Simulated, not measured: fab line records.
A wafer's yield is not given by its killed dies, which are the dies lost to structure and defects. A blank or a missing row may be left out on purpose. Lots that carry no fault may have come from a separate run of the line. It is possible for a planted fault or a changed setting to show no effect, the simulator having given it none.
The tool behind it: which one? -- flow gf180mcu -- 13 lots, 39 wafers sampled, at 5 steps of a route of 602

## WHAT THE GAUGES READ, wafer by wafer
GF_DNWELL_TW_MEAS_09. Usual: DNWELL_TW 1354, standard deviation 14.
lot,measured,on,DNWELL_TW,flag
L307,day 2 18:35,film-metro-04,1356 1360 1361,
L308,day 3 00:30,film-metro-04,1369 1378 1372,
L309,day 3 04:50,film-metro-01,1340 1337 1343,
L311,day 3 15:38,film-metro-03,1360 1360 1361,
L312,day 3 21:38,film-metro-01,1334 1331 1329,
L313,day 4 02:43,film-metro-03,1377 1366 1378,
L314,day 4 08:20,film-metro-01,1341 1335 1336,
L315,day 4 12:23,film-metro-04,1364 1360 1362,
L321,day 5 21:19,film-metro-01,1037 1038 1033,OFF
L322,day 6 02:48,film-metro-03,1053 1060 1058,OFF
L323,day 6 08:14,film-metro-01,1345 1349 1342,
L326,day 7 00:23,film-metro-04,1375 1366 1369,
L328,day 7 10:05,film-metro-01,1350 1347 1352,

GF_VT_IMPLANT_RS_MEAS_49: the measuring method here is four-point-probe. Usual: MVPSD_RS 1168.8 ohm/sq, standard deviation 2.7.
lot,measured,on,MVPSD_RS (ohm/sq),flag
L307,day 7 13:50,film-metro-01,1167.1 1170.0 1170.1,
L308,day 7 20:12,film-metro-01,1168.8 1166.4 1167.8,
L309,day 8 02:47,film-metro-02,1169.8 1165.9 1168.6,
L311,day 8 16:26,film-metro-01,1170.3 1172.9 1170.6,
L312,day 8 23:02,film-metro-03,1168.7 1173.5 1171.0,
L313,day 9 05:33,film-metro-02,1167.8 1169.4 1169.8,
L314,day 9 13:05,film-metro-01,1171.2 1171.3 1168.1,
L315,day 9 18:36,film-metro-01,1168.8 1171.1 1171.3,
L321,day 11 10:59,film-metro-01,1172.3 1168.8 1173.0,
L322,day 11 19:28,film-metro-03,1170.2 1171.1 1169.7,
L323,day 12 02:20,film-metro-02,1168.2 1169.9 1171.9,
L326,day 12 22:23,film-metro-03,1169.5 1169.5 1167.7,
L328,day 13 11:17,film-metro-02,1168.8 1167.7 1165.9,

GF_HV_LDD_OVL_MEAS_20. Usual: HV_LDD_01_OVL -0.6 nm, standard deviation 1.4.
lot,measured,on,HV_LDD_01_OVL (nm),flag
L307,day 10 18:49,overlay-01,0.1 1.5 -0.2,
L308,day 11 00:59,overlay-02,-0.3 -1.3 0.2,
L309,day 11 09:57,overlay-01,0.0 0.5 -0.7,
L311,day 12 00:32,overlay-01,-0.5 0.6 0.6,
L312,day 12 06:47,overlay-01,-1.4 -1.3 0.0,
L313,day 12 12:50,overlay-02,0.7 0.7 0.2,
L314,day 13 00:55,overlay-01,0.3 0.3 -0.4,
L315,day 13 06:49,overlay-01,-3.0 -2.4 -2.6,
L321,day 15 03:19,overlay-02,-1.7 -1.8 -1.1,
L322,day 15 15:22,overlay-02,-1.1 -0.1 -0.9,
L323,day 15 21:05,overlay-02,-1.5 0.7 -1.2,
L326,day 16 18:14,overlay-01,-0.8 -0.9 -0.8,
L328,day 17 09:53,overlay-01,0.9 1.0 1.3,

## WHICH TOOL RAN EACH LOT (tool, then ch and the chambers of the sampled wafers, then the start)
lot,GF_DNWELL_IMPLANT_07,GF_DUAL_GATE_STRIP_13
L307,"implanter-02 ch 0, day 2 18:20","plasma-asher-04 ch 0,1, day 8 07:34"
L308,"implanter-01 ch 0, day 3 00:16","plasma-asher-03 ch 0,1, day 8 14:40"
L309,"implanter-01 ch 0, day 3 04:35","plasma-asher-03 ch 0,1, day 8 21:44"
L311,"implanter-04 ch 0, day 3 15:23","plasma-asher-02 ch 0,1, day 9 11:01"
L312,"implanter-02 ch 0, day 3 21:25","plasma-asher-04 ch 0,1, day 9 18:11"
L313,"implanter-04 ch 0, day 4 02:29","plasma-asher-02 ch 0,1, day 10 01:05"
L314,"implanter-04 ch 0, day 4 08:05","plasma-asher-03 ch 0,1, day 10 09:38"
L315,"implanter-04 ch 0, day 4 12:07","plasma-asher-04 ch 0,1, day 10 14:47"
L321,"implanter-01 ch 0, day 5 21:04","plasma-asher-03 ch 0,1, day 12 08:20"
L322,"implanter-01 ch 0, day 6 02:34","plasma-asher-03 ch 0,1, day 12 17:41"
L323,"implanter-02 ch 0, day 6 07:59","plasma-asher-04 ch 0,1, day 12 23:53"
L326,"implanter-02 ch 0, day 7 00:08","plasma-asher-02 ch 0,1, day 13 20:03"
L328,"implanter-04 ch 0, day 7 09:50","plasma-asher-02 ch 0,1, day 14 09:35"
- GF_DNWELL_IMPLANT_07
- GF_DUAL_GATE_STRIP_13: strips in O2/N2.

## AS READ BY THE TOOLS THEMSELVES (means over the sampled wafers that have a number; for cases with no such wafer, the mark the record gives instead)
GF_DNWELL_IMPLANT_07. Usual: dose-ions-cm2 1.0003e+13, standard deviation 1e+10; faraday-current-uA 56.6, standard deviation 1.
lot,tool,dose-ions-cm2,faraday-current-uA,flag
L307,implanter-02,9.9997e+12,56.0,
L308,implanter-01,9.9977e+12,57.6,
L309,implanter-01,9.9997e+12,56.3,
L311,implanter-04,1.0002e+13,56.5,
L312,implanter-02,1.0009e+13,57.5,
L313,implanter-04,9.9973e+12,56.8,
L314,implanter-04,1.0006e+13,56.6,
L315,implanter-04,1.0009e+13,56.1,
L321,implanter-01,4.5373e+12,26.1,OFF
L322,implanter-01,4.5587e+12,25.1,OFF
L323,implanter-02,1.0005e+13,56.5,
L326,implanter-02,1.0010e+13,57.0,
L328,implanter-04,9.9927e+12,56.5,

GF_DUAL_GATE_STRIP_13. Usual: drypump-motor-current-A 5.7 A, standard deviation 0.52; heater-power-w 368 W, standard deviation 39; o2-flow-sccm 3001 sccm, standard deviation 8.9; oes-product-au 0.716 a.u., standard deviation 0.0042; strip-time-to-endpoint-s 12.62 s, standard deviation 0.036.
lot,tool,drypump-motor-current-A (A),heater-power-w (W),o2-flow-sccm (sccm),oes-product-au (a.u.),strip-time-to-endpoint-s (s),flag
L307,plasma-asher-04,5.5,334,2999,0.713,12.63,
L308,plasma-asher-03,5.3,419,2988,0.716,12.60,
L309,plasma-asher-03,5.5,400,2996,0.717,12.63,
L311,plasma-asher-02,6.3,348,2999,0.717,12.62,
L312,plasma-asher-04,5.5,335,2996,0.715,12.57,
L313,plasma-asher-02,6.2,340,2999,0.711,12.58,
L314,plasma-asher-03,5.5,406,3007,0.715,12.61,
L315,plasma-asher-04,5.5,337,3000,0.716,12.60,
L321,plasma-asher-03,5.3,421,2993,0.715,12.62,
L322,plasma-asher-03,5.5,399,2996,0.718,12.58,
L323,plasma-asher-04,5.5,341,2999,0.713,12.61,
L326,plasma-asher-02,6.2,343,2998,0.716,12.65,
L328,plasma-asher-02,6.4,355,3004,0.717,12.61,

## THE ANSWER, worked out from the rows above alone
Rule: lot off if the mean of its wafers having a number is beyond 3 standard deviations from the usual mean. A lot without any number at a reading at which 4 lots or more have one is off too. Where the step has rows for the other lots, those lots are counted as sound. First the gauges in route order, then the tools' own readings, where a lot's mean is used as printed above. The first step at which some lot is off is used, and at that step the reading that is off furthest; a lot without a number counts as furthest.
Off: L321, L322, at GF_DNWELL_TW_MEAS_09 (DNWELL_TW).
If a tool, at a process step before that reading, ran all the lots that are off and no sound lot after the first of them, it fits. The gauges at GF_DNWELL_TW_MEAS_09 aren't tried: what is off there is off at GF_DNWELL_IMPLANT_07 too, on other tools, and a gauge's error can't cause that. One candidate fits, namely implanter-01 at GF_DNWELL_IMPLANT_07. A fault onset in the window from L309 (day 3 04:35, its last sound lot) to L321 (day 5 21:04, its first lot off) fits.
The tool's own readings at GF_DNWELL_IMPLANT_07 bear it out: on the lots that are off they differ by more than 5 times the standard deviation of the sound lots' means. dose-ions-cm2 reads 4.5480e+12 there against 1.0003e+13 on the sound lots; faraday-current-uA reads 25.6 there against 56.7 on the sound lots.

## WHAT THE SIMULATOR HAD PUT IN
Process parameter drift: implanter-01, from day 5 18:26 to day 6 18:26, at GF_DNWELL_IMPLANT_07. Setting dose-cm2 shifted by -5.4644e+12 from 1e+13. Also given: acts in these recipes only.
Lots struck among those shown: L321, L322. The same result came from the rule above.
